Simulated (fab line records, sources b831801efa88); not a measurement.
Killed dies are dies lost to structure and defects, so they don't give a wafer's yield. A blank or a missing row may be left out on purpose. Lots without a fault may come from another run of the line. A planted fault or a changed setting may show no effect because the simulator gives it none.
Which tool did it? | flow gf180mcu | 6 lots, 18 wafers sampled, at 2 steps of a route of 602

WHAT THE GAUGES READ, wafer by wafer
GF_HV_LDD_RS_MEAS_53: measures by four-point-probe.
lot  | measured     | on            | HV_LDD_RS (ohm/sq)
L291 | day 12 20:01 | film_metro-03 | 418.1 419.6 418.0
L294 | day 13 20:56 | film_metro-03 | 420.4 418.5 420.4
L296 | day 14 10:39 | film_metro-03 | 420.0 419.1 419.9
L298 | day 15 03:19 | film_metro-03 | 417.5 418.8 418.7
L304 | day 17 04:20 | film_metro-01 | 415.6 414.9 416.0 415.1 415.0 415.5
L306 | day 17 17:07 | film_metro-03 | 414.9 414.8 416.4

WHICH TOOL RAN EACH LOT (tool, then ch and the chambers of the sampled wafers, then the start)
lot  | GF_HV_LDD_IMPLANT_34
L291 | implanter-04 ch 0, day 11 23:33
L294 | implanter-02 ch 0, day 12 23:50
L296 | implanter-02 ch 0, day 13 13:47
L298 | implanter-04 ch 0, day 14 05:27
L304 | implanter-02 ch 0, day 16 04:28
L306 | implanter-02 ch 0, day 16 17:26
- GF_HV_LDD_IMPLANT_34

THE ANSWER, worked out from the rows above alone
Rule: what is usual is taken from the lots themselves. Put in order of their means at a reading, lots are off if they are a third of the lots or fewer, leave a main group of 4 or more, and stand apart from it by a gap of 3 or more times the standard deviation of the main group's means; of several such gaps the widest counts. A main group whose means are all the same, to the digits that the tables above print for the reading, isn't used. A lot without any number at a reading at which 4 lots or more have one is off too. The other lots that the step has rows for count as sound.
Off: L304, L306, at GF_HV_LDD_RS_MEAS_53 (HV_LDD_RS). The main group: mean 419.1 ohm/sq, standard deviation 0.64.
A tool fits if, at a process step before that reading, it ran every lot that is off, and no sound lot after the first of them. The gauges at GF_HV_LDD_RS_MEAS_53 are tried like those tools. One fits: implanter-02 at GF_HV_LDD_IMPLANT_34. Its last sound lot is L296 (day 13 13:47), its first lot that is off L304 (day 16 04:28): a fault that began between those two fits.

WHAT THE SIMULATOR HAD PUT IN
Process parameter drift: implanter-02, from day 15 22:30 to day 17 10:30, at GF_HV_LDD_IMPLANT_34. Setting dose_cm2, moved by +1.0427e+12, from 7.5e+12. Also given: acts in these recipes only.
Lots struck among those shown: L304, L306. The rule above found the same.
